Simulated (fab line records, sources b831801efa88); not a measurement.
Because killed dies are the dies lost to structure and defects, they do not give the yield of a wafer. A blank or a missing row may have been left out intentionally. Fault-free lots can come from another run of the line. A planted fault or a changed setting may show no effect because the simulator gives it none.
A struck lot beside a sound one | flow sfq_line | 15 out of 325 route steps
Sound: the wafers L721.2, L721.3, L721.5. Struck: wafer L736.2 (left out: L736.5, a lot-mate that was not struck); the cause follows at the end.
Per side, at each step with rows, come the tool, then ch with its chambers, and then its first start. Under that, the readings that differ: sound wafers | struck wafers | difference of the means | sigmas: that difference in standard deviations of wafers without a fault.
alike: same words and numbers on both sides, and readings whose means sit less than 2 such deviations apart. not compared: any withheld reading, any reading some wafer has no value for, any bound like >300 that may hide the same value, and any number with overlapping values for which the record gives no deviation.
Wherever a step has rows on one side only, a row that says differs or no value, or a row with sigmas, the two part there. Non-overlapping numbers with no deviation appear without sigmas and do not part them. Lack of a reading on every wafer of one side parts them only where that side has two or more wafers.

first, 1 step without rows for these wafers: SFQ_TRILAYER_M2_STRIP_SOLV_CLEAN_062 (cleans in NMP, time 600 s).
SFQ_TRILAYER_I2_DEP_PECVD_063: deposits SiO2 from SiH4/N2O, time 111.11 s, target thk 500 nm.
  sound on pecvd-01 ch 1,2, day 22 08:05; struck on pecvd-02 ch 1, day 30 12:08
  alike: heater_power_w, throttle_valve_pct
SFQ_TRILAYER_I2_CMP_CMP_064: polishes SiO2.
  sound on cmp-01 ch 1,2,3, day 22 09:41; struck on cmp-02 ch 2, day 30 15:06
  reading             | sound          | struck | difference | sigmas
  motor_current_A (A) | 10.7 10.6 10.9 | 11.7   | +1.0       | +2
  alike: retaining_ring_pressure_frac, time_to_endpoint_s
SFQ_I2_BOW_MEAS_917:
  struck on film_metro-04, day 30 17:07; sound on film_metro-04, day 22 11:42
  reading     | sound     | struck | difference | sigmas
  I2_BOW (um) | 3 -11 -16 | 17     | +25        | +3
SFQ_TRILAYER_I2_METRO_MEASURE_065:
  struck on film_metro-04, day 30 17:25; sound on film_metro-04, day 22 12:00
  alike: thk_nm
then, 6 steps without rows for these wafers: SFQ_TRILAYER_I2_VIA_LITHO_COAT_072 (resist thk 62 nm); SFQ_TRILAYER_I2_VIA_LITHO_COAT_067 (resist thk 650 nm); SFQ_TRILAYER_I2_VIA_LITHO_SOFTBAKE_071; SFQ_TRILAYER_I2_VIA_LITHO_EXPOSE_068 (exposes mask I2, target cd 500 nm); SFQ_TRILAYER_I2_VIA_LITHO_PEB_070 (peb time 60 s); SFQ_TRILAYER_I2_VIA_LITHO_DEVELOP_069 (time 60 s).
SFQ_I2_OVL_MEAS_918:
  struck on overlay-01, day 30 21:16; sound on overlay-02, day 22 15:15
  alike: I2_OVL
SFQ_TRILAYER_I2_VIA_BARC_OPEN_VIA_ETCH_096: etches BARC in O2, target depth 125 nm, time 41.7 s.
  sound on rie_diel-04 ch 0,1,2, day 22 15:17; struck on rie_diel-03 ch 0, day 30 21:18
  reading                                                 | sound             | struck | difference | sigmas
  model.KrF_of_TRILAYER_I2_VIA_LITHO_COAT_067.thk_nm (nm) | 573.5 574.7 572.3 | 574.9  | +1.4       |
  alike: drypump_motor_current_A, oes_product_au
  not compared: rf_hours_counter_h
SFQ_TRILAYER_I2_VIA_ETCH_VIA_ETCH_070: etches SiO2 in CHF3, stops on Nb, target depth 260 nm.
  sound on rie_diel-04 ch 0,1,2, day 22 15:19; struck on rie_diel-03 ch 0, day 30 21:20
  reading                                                 | sound             | struck | difference | sigmas
  drypump_motor_current_A (A)                             | 5.5 6.1 4.9       | 6.4    | +0.9       | +2
  model.KrF_of_TRILAYER_I2_VIA_LITHO_COAT_067.thk_nm (nm) | 528.2 529.4 527.4 | 529.7  | +1.4       |
  alike: oes_product_au
SFQ_TRILAYER_I2_VIA_STRIP_STRIP_071: strips in O2.
  sound on rie_metal-04 ch 0,1, day 22 15:26; struck on rie_metal-04 ch 0, day 30 21:28
  alike: drypump_motor_current_A, he_backside_leak_sccm, oes_product_au
  not compared: rf_hours_counter_h

WHERE THEY PART
Earliest at SFQ_TRILAYER_I2_CMP_CMP_064; latest, in this record, at SFQ_TRILAYER_I2_VIA_ETCH_VIA_ETCH_070. Later steps at which nothing parts them and some readings are alike: SFQ_TRILAYER_I2_VIA_STRIP_STRIP_071.

WHY: the cause the simulator had injected
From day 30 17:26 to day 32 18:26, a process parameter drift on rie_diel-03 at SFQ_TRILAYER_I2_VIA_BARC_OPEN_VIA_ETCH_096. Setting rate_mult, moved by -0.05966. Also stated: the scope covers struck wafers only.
